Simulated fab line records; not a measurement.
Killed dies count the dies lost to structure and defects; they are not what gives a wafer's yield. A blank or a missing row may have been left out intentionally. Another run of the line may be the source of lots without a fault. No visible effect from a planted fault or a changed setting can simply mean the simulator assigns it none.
One fault through the eyes of 2 desks / flow gf180mcu / only its own numbers are on each desk; what lay behind them is given at the end

== FROM THE METROLOGY DESK ==
What the gauges read for every lot (on any tool): the sampled wafers with a number, averaged. If a lot's mean is further than 4 standard deviations from the usual mean, the lot is out of limits and carries the mark OUT (the distance appears in the brackets).
Columns: A = TOP_METAL_ALCU_THK at GF_TOP_METAL_THK_MEAS_06, usual 868 nm
lot=L714; first seen here=day 27 07:29; A=890
lot=L715; first seen here=day 27 16:52; A=867
lot=L716; first seen here=day 27 19:27; A=874
lot=L721; first seen here=day 29 13:32; A=877
lot=L722; first seen here=day 29 16:07; A=865
lot=L730; first seen here=day 32 00:11; A=866
lot=L731; first seen here=day 32 04:23; A=884
lot=L732; first seen here=day 32 09:13; A=890
lot=L733; first seen here=day 32 16:44; A=834
lot=L734; first seen here=day 32 22:56; A=893
lot=L735; first seen here=day 33 09:27; A=858
lot=L736; first seen here=day 33 10:07; A=876
lot=L737; first seen here=day 33 14:19; A=867
This desk found nothing out of limits on any of the 13 lots.

== AT THE TOOL OWNER'S DESK: cmp-01 ==
The tool's own readings at GF_V5_CMP_26 (polishes, stops on SiO2, t overpolish 15 s, target thk 0 nm): means of the sampled wafers that have a number, for each lot that ran on this tool. If a lot's mean is further than 4 standard deviations from the usual mean, the lot is out of limits and carries the mark OUT (the distance appears in the brackets).
Columns: A = motor-current-A at GF_V5_CMP_26, usual 10.9 A; B = overpolish-run-s at GF_V5_CMP_26, usual 15.001 s; C = platen-rpm at GF_V5_CMP_26, usual 60.00 rpm; D = slurry-flow-ml-min at GF_V5_CMP_26, usual 150.0; E = time-to-endpoint-s at GF_V5_CMP_26, usual 83 s
lot=L715; first seen here=day 27 16:16; A=10.6; B=15.001; C=59.99; D=150.0; E=84
lot=L716; first seen here=day 27 18:52; A=10.2; B=14.997; C=60.01; D=150.0; E=83
lot=L721; first seen here=day 29 12:53; A=10.3; B=14.607 (-45) OUT; C=59.97; D=150.0; E=84
lot=L722; first seen here=day 29 15:28; A=11.1; B=14.620 (-44) OUT; C=59.99; D=150.0; E=82
lot=L733; first seen here=day 32 16:05; A=9.9; B=15.000; C=59.99; D=150.0; E=87
This desk finds L721, L722 out of limits, L721 being first, at day 29 12:53 (overpolish-run-s at GF_V5_CMP_26). L715, L716, L733: within limits.

== PUT TOGETHER ==
The tool owner's desk had the chance to raise an alarm at day 29 12:53 on L721, L722.
From the metrology desk's view, nothing was out of limits.
The metrology desk holds a record of L721, L722, inside its limits.
Every lot named ran GF_V5_CMP_26 on cmp-01.

== WHAT THE SIMULATOR PUT IN ==
cmp-01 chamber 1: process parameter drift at GF_V5_CMP_26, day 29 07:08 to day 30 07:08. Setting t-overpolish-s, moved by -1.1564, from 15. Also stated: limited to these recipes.
Lots struck among those shown: L721, L722.
How many hours passed from the start of the fault until each desk's first out-of-limits reading: the tool owner's desk, 6.
